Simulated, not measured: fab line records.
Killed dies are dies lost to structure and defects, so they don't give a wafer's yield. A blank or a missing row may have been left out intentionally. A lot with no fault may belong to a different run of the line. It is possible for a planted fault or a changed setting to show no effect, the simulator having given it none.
fab line records	flow sky130
record lots=13	wafers=39	lastDay=50
route steps=708 shown VT_ADJUST_NCORE@126 VT_ADJUST_HVTR@139 VT_ADJUST_PCH@147 SONOS_TUNNEL@166
lots that met no fault: from a run of the same line without faults
startH: hours from the record's opening day to when the first of the lot's shown wafers began	waitH: hours since the lot's step before	" repeats the value in the row above	L1.1+2: several wafers, shown together as one row	- no value present, or no start provided	* or withheld: withheld	< > ~ a bound
route shown NAME@n: NAME is a module with steps in the file, n the number in the route of the first one	usual: average and standard deviation across the fault-free wafers	same: alike in all rows	chamber/n: place in a boat	sites: readings site by site	_std_site: the values' standard deviation	_edge_site: outer sites' mean less inner sites'	radiusMm: for every site, how far away it sits from the centre of the wafer	mask NAME#n: copy n	behind: the tool/chamber that last shaped the wafer	hold: cause of the lot's hold/its duration in hours/its outcome	device: which transistor (n, p or np) failed to switch	end of line: at the end of the route, the tests of the same wafers	a step with no rows: only its recipe	killed: dies lost to structure and defects at the first sort, not the wafer's yield	map: a wafer's dies, x killed, . not, _ none there
set.NAME: the run value of the setting; set.NAME@STEP: its run value at that earlier step	model.NAME: the simulator's own value behind a step, which no gauge read
a sample of lots followed through the steps of the route, with each step as a table and each wafer as a row
services: from which hour (startH, from the record's first day; less than 0 if before it) a tool's chamber was out of use, for how many hours, and why
## steps
# step SKY_VT_ADJUST_NCORE_CD_MEAS_07
# recipe targetCdNm=380
# usual cdNm=379.3/2.7
lot.wafer	tool	chamber	startH	waitH	cdNm
L351.4	cdSem-01	-	184.27	0.1	378.0
L351.5	"	-	"	"	377.6
L351.6	"	-	"	"	379.1
L353.2	cdSem-01	-	196.18	0.1	377.6
L353.3	"	-	"	"	378.1
L353.6	"	-	"	"	379.7
L354.1	cdSem-02	-	202.51	0.1	377.1
L354.2	"	-	"	"	374.7
L354.3	"	-	"	"	373.9
L355.3	cdSem-01	-	217.68	0.1	379.0
L355.4	"	-	"	"	378.9
L355.6	"	-	"	"	379.3
L356.2	cdSem-02	-	234.11	0.1	377.1
L356.3	"	-	"	"	377.2
L356.4	"	-	"	"	379.2
L358.1	cdSem-02	-	245.81	0.1	384.8
L358.2	"	-	"	"	383.1
L358.5	"	-	"	"	383.9
L359.1	cdSem-01	-	249.31	0.1	377.3
L359.3	"	-	"	"	378.7
L359.5	"	-	"	"	377.1
L360.3	cdSem-02	-	250.06	0.1	386.1
L360.5	"	-	"	"	383.8
L360.6	"	-	"	"	384.6
L364.1	cdSem-01	-	278.79	0.1	381.8
L364.2	"	-	"	"	384.5
L364.4	"	-	"	"	379.9
L367.2	cdSem-01	-	298.36	0.1	378.1
L367.4	"	-	"	"	381.0
L367.5	"	-	"	"	377.8
L366.3	cdSem-01	-	299.96	0.1	378.3
L366.5	"	-	"	"	380.2
L366.6	"	-	"	"	380.1
L369.1	cdSem-02	-	318.99	0.1	381.3
L369.5	"	-	"	"	380.3
L369.6	"	-	"	"	382.0
L373.1	cdSem-01	-	358.01	0.1	380.1
L373.2	"	-	"	"	379.2
L373.3	"	-	"	"	380.0
# step SKY_VT_ADJUST_NCORE_TW_MEAS_11
# usual VT_ADJUST_NCORE_TW=218.8/1.2
lot.wafer	tool	chamber	startH	waitH	VT_ADJUST_NCORE_TW
L351.4	filmMetro-03	-	184.65	0.1	217.0
L351.5	"	-	"	"	217.1
L351.6	"	-	"	"	216.9
L353.2	filmMetro-03	-	196.58	0.1	220.6
L353.3	"	-	"	"	219.7
L353.6	"	-	"	"	218.8
L354.1	filmMetro-04	-	202.92	0.1	220.1
L354.2	"	-	"	"	220.9
L354.3	"	-	"	"	219.0
L355.3	filmMetro-03	-	218.06	0.1	218.9
L355.4	"	-	"	"	219.2
L355.6	"	-	"	"	219.6
L356.2	filmMetro-03	-	234.50	0.1	220.4
L356.3	"	-	"	"	220.5
L356.4	"	-	"	"	220.7
L358.1	filmMetro-03	-	246.22	0.1	218.2
L358.2	"	-	"	"	218.8
L358.5	"	-	"	"	219.7
L359.1	filmMetro-03	-	249.72	0.1	217.9
L359.3	"	-	"	"	218.4
L359.5	"	-	"	"	219.0
L360.3	filmMetro-01	-	250.45	0.1	217.4
L360.5	"	-	"	"	217.5
L360.6	"	-	"	"	216.1
L364.1	filmMetro-01	-	279.19	0.1	216.9
L364.2	"	-	"	"	217.1
L364.4	"	-	"	"	217.0
L367.2	filmMetro-04	-	298.75	0.1	219.4
L367.4	"	-	"	"	219.1
L367.5	"	-	"	"	220.2
L366.3	filmMetro-01	-	300.35	0.1	216.6
L366.5	"	-	"	"	216.0
L366.6	"	-	"	"	216.2
L369.1	filmMetro-04	-	319.39	0.1	219.1
L369.5	"	-	"	"	218.6
L369.6	"	-	"	"	220.1
L373.1	filmMetro-04	-	358.42	0.1	219.7
L373.2	"	-	"	"	219.1
L373.3	"	-	"	"	219.1
# step SKY_VT_ADJUST_HVTR_OVL_MEAS_08
# usual VT_ADJUST_HVTR_OVL=-1.1/1.5
lot.wafer	tool	chamber	startH	waitH	VT_ADJUST_HVTR_OVL[nm]
L351.4	overlay-01	-	206.05	0.1	-1.0
L351.5	"	-	"	"	-0.7
L351.6	"	-	"	"	-1.2
L353.2	overlay-01	-	219.09	0.1	-3.2
L353.3	"	-	"	"	-3.3
L353.6	"	-	"	"	-3.0
L354.1	overlay-02	-	225.24	0.1	-1.0
L354.2	"	-	"	"	-1.4
L354.3	"	-	"	"	-1.7
L355.3	overlay-02	-	239.85	0.1	1.2
L355.4	"	-	"	"	1.1
L355.6	"	-	"	"	1.0
L356.2	overlay-01	-	257.64	0.1	-0.3
L356.3	"	-	"	"	-1.9
L356.4	"	-	"	"	-0.3
L358.1	overlay-02	-	270.68	0.1	0.1
L358.2	"	-	"	"	0.5
L358.5	"	-	"	"	0.7
L359.1	overlay-01	-	274.02	0.1	0.0
L359.3	"	-	"	"	-0.3
L359.5	"	-	"	"	-2.3
L360.3	overlay-02	-	274.50	0.1	1.6
L360.5	"	-	"	"	0.1
L360.6	"	-	"	"	-0.5
L364.1	overlay-02	-	302.43	0.1	-0.3
L364.2	"	-	"	"	1.4
L364.4	"	-	"	"	0.4
L367.2	overlay-01	-	323.79	0.1	-0.4
L367.4	"	-	"	"	-1.7
L367.5	"	-	"	"	-1.9
L366.3	overlay-01	-	326.45	0.1	-0.8
L366.5	"	-	"	"	-3.2
L366.6	"	-	"	"	-2.9
L369.1	overlay-01	-	346.13	0.1	-3.4
L369.5	"	-	"	"	-2.7
L369.6	"	-	"	"	-2.2
L373.1	overlay-01	-	386.13	0.1	-0.9
L373.2	"	-	"	"	-0.6
L373.3	"	-	"	"	0.0
# step SKY_VT_ADJUST_PCH_EXPOSE_04
# recipe maskId=NWM	na=0.6	sourceShape=conventional	sigmaOuter=0.6	polarization=unpolarized	targetCdNm=840	doseMj=255
lot.wafer	tool	chamber	startH	waitH	mask
L351.4+5+6	ilineStepper-02	0	218.02	-	NWM#0
L353.2+3+6	ilineStepper-01	0	230.36	-	NWM#0
L354.1+2+3	ilineStepper-01	0	236.59	-	NWM#0
L355.3+4+6	ilineStepper-01	0	251.35	-	NWM#0
L356.2+3+4	ilineStepper-01	0	270.28	-	NWM#0
L358.1+2+5	ilineStepper-02	0	283.23	-	NWM#0
L359.1+3+5	ilineStepper-01	0	286.58	-	NWM#0
L360.3+5+6	ilineStepper-02	0	287.08	-	NWM#0
L364.1+2+4	ilineStepper-01	0	316.09	-	NWM#0
L367.2+4+5	ilineStepper-01	0	336.70	-	TUNM#0
L366.3+5+6	ilineStepper-01	0	339.58	-	NWM#0
L369.1+5+6	ilineStepper-01	0	359.75	-	NWM#0
L373.1+2+3	ilineStepper-02	0	400.80	-	NWM#0
# step SKY_VT_ADJUST_PCH_OVL_MEAS_07
# usual VT_ADJUST_PCH_OVL=-0.2/1.4
lot.wafer	tool	chamber	startH	waitH	VT_ADJUST_PCH_OVL[nm]
L351.4	overlay-01	-	228.16	-	-2.5
L351.5	"	-	"	"	-2.1
L351.6	"	-	"	"	-1.9
L353.2	overlay-01	-	241.57	-	-2.1
L353.3	"	-	"	"	-1.3
L353.6	"	-	"	"	-0.7
L354.1	overlay-01	-	248.36	-	-1.1
L354.2	"	-	"	"	-3.2
L354.3	"	-	"	"	-3.2
L355.3	overlay-02	-	263.42	-	1.8
L355.4	"	-	"	"	2.8
L355.6	"	-	"	"	0.2
L356.2	overlay-01	-	282.42	-	0.2
L356.3	"	-	"	"	-0.1
L356.4	"	-	"	"	-0.6
L358.1	overlay-02	-	294.81	-	-0.9
L358.2	"	-	"	"	-0.6
L358.5	"	-	"	"	0.7
L359.1	overlay-02	-	297.61	-	0.7
L359.3	"	-	"	"	-0.1
L359.5	"	-	"	"	-0.3
L360.3	overlay-02	-	297.67	-	-1.8
L360.5	"	-	"	"	0.2
L360.6	"	-	"	"	0.2
L364.1	overlay-01	-	329.09	-	0.5
L364.2	"	-	"	"	1.5
L364.4	"	-	"	"	2.4
L367.2	overlay-01	-	349.97	-	-
L367.4	"	-	"	"	-
L367.5	"	-	"	"	-
L366.3	overlay-01	-	353.45	-	0.8
L366.5	"	-	"	"	0.3
L366.6	"	-	"	"	-1.4
L369.1	overlay-02	-	373.91	-	-1.6
L369.5	"	-	"	"	-1.5
L369.6	"	-	"	"	-0.2
L373.1	overlay-02	-	415.91	-	0.7
L373.2	"	-	"	"	-0.5
L373.3	"	-	"	"	-0.5
# step SKY_VT_ADJUST_PCH_TW_MEAS_10
# usual VT_ADJUST_PCH_TW=142.4/1.2
lot.wafer	tool	chamber	startH	waitH	VT_ADJUST_PCH_TW
L351.4	filmMetro-01	-	228.45	0.1	140.6
L351.5	"	-	"	"	140.4
L351.6	"	-	"	"	140.7
L353.2	filmMetro-02	-	241.86	0.1	142.7
L353.3	"	-	"	"	143.4
L353.6	"	-	"	"	143.0
L354.1	filmMetro-01	-	248.65	0.1	141.1
L354.2	"	-	"	"	141.4
L354.3	"	-	"	"	140.6
L355.3	filmMetro-02	-	263.72	0.1	143.2
L355.4	"	-	"	"	144.1
L355.6	"	-	"	"	144.3
L356.2	filmMetro-02	-	282.71	0.1	144.3
L356.3	"	-	"	"	142.9
L356.4	"	-	"	"	143.3
L358.1	filmMetro-04	-	295.10	0.1	143.7
L358.2	"	-	"	"	143.5
L358.5	"	-	"	"	143.1
L359.1	filmMetro-02	-	297.90	0.1	143.4
L359.3	"	-	"	"	143.9
L359.5	"	-	"	"	143.5
L360.3	filmMetro-04	-	297.97	0.1	143.7
L360.5	"	-	"	"	143.6
L360.6	"	-	"	"	143.8
L364.1	filmMetro-01	-	329.37	0.1	141.1
L364.2	"	-	"	"	140.2
L364.4	"	-	"	"	140.6
L367.2	filmMetro-01	-	350.26	0.1	29.7
L367.4	"	-	"	"	29.7
L367.5	"	-	"	"	29.5
L366.3	filmMetro-04	-	353.74	0.1	143.1
L366.5	"	-	"	"	143.0
L366.6	"	-	"	"	142.8
L369.1	filmMetro-02	-	374.20	0.1	143.8
L369.5	"	-	"	"	143.2
L369.6	"	-	"	"	143.5
L373.1	filmMetro-01	-	416.20	0.1	141.2
L373.2	"	-	"	"	140.9
L373.3	"	-	"	"	140.9
# step SKY_SONOS_TUNNEL_TW_MEAS_12
# usual SONOS_TUNNEL_TW=197.5/0.99
lot.wafer	tool	chamber	startH	waitH	SONOS_TUNNEL_TW
L351.4	filmMetro-02	-	251.29	0.0	198.2
L351.5	"	-	"	"	200.3
L351.6	"	-	"	"	198.4
L353.2	filmMetro-02	-	265.54	0.0	198.6
L353.3	"	-	"	"	199.8
L353.6	"	-	"	"	198.5
L354.1	filmMetro-03	-	272.98	0.0	197.3
L354.2	"	-	"	"	196.8
L354.3	"	-	"	"	197.9
L355.3	filmMetro-04	-	288.51	0.0	198.2
L355.4	"	-	"	"	198.8
L355.6	"	-	"	"	198.4
L356.2	filmMetro-04	-	306.52	0.0	197.8
L356.3	"	-	"	"	198.0
L356.4	"	-	"	"	198.7
L358.1	filmMetro-04	-	320.78	0.0	199.0
L358.2	"	-	"	"	197.7
L358.5	"	-	"	"	197.7
L360.3	filmMetro-03	-	323.92	0.0	196.1
L360.5	"	-	"	"	196.7
L360.6	"	-	"	"	196.5
L359.1	filmMetro-03	-	324.16	0.0	197.3
L359.3	"	-	"	"	197.0
L359.5	"	-	"	"	196.7
L364.1	filmMetro-02	-	356.84	0.0	199.1
L364.2	"	-	"	"	197.5
L364.4	"	-	"	"	197.7
L367.2	filmMetro-02	-	378.90	0.0	212.9
L367.4	"	-	"	"	213.6
L367.5	"	-	"	"	212.7
L366.3	filmMetro-04	-	381.67	0.0	196.8
L366.5	"	-	"	"	197.9
L366.6	"	-	"	"	197.5
L369.1	filmMetro-03	-	403.37	0.0	196.7
L369.5	"	-	"	"	196.5
L369.6	"	-	"	"	197.8
L373.1	filmMetro-04	-	447.54	0.0	195.3
L373.2	"	-	"	"	196.4
L373.3	"	-	"	"	196.6
## services
tool	chamber	startH	hours	kind
ilineStepper-02	-	224.34	12.5	repair
ilineStepper-01	-	254.35	4.3	pm
ilineStepper-02	-	280.29	1.7	pm
ilineStepper-01	-	281.96	2.2	repair
ilineStepper-02	-	286.33	-	consumableReplace:lamp
ilineStepper-01	-	302.22	1.7	pm
ilineStepper-02	-	353.77	14.9	repair
## key
firstSign step=SKY_VT_ADJUST_PCH_EXPOSE_04	reading=mask	direction=changed
effect step=SKY_VT_ADJUST_PCH_OVL_MEAS_07	reading=VT_ADJUST_PCH_OVL	direction=missing
effect step=SKY_VT_ADJUST_PCH_TW_MEAS_10	reading=VT_ADJUST_PCH_TW	direction=down	sigmas=94	usual=142.4	struck=29.6
effect step=SKY_SONOS_TUNNEL_TW_MEAS_12	reading=SONOS_TUNNEL_TW	direction=up	sigmas=16	usual=197.5	struck=213.1
metAt SKY_VT_ADJUST_PCH_EXPOSE_04
struckLots L367
sortLeftOut L367.2,L367.4,L367.5
testerLeftOut L367
notActingAt SKY_VT_ADJUST_NCORE_CD_MEAS_07,SKY_VT_ADJUST_NCORE_TW_MEAS_11,SKY_VT_ADJUST_HVTR_OVL_MEAS_08
onsetBetween 316.09 336.70
fault kind=wrongMask	tool=any	chamber=-	onsetH=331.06	steps=SKY_VT_ADJUST_PCH_EXPOSE_04	auxCopy=TUNM#0	scope=struckLotsOnly
# testerLeftOut: of these lots the tester's yield and bins aren't shown, on N5 and GAA mostly nor the transistor test; their killed dies are dies lost to structure and defects alone, not to doping, threshold or leakage, so they don't give the yield
# sortLeftOut: the simulated sort isn't trusted on such a fault, so these wafers' sort isn't shown, and their yield isn't known
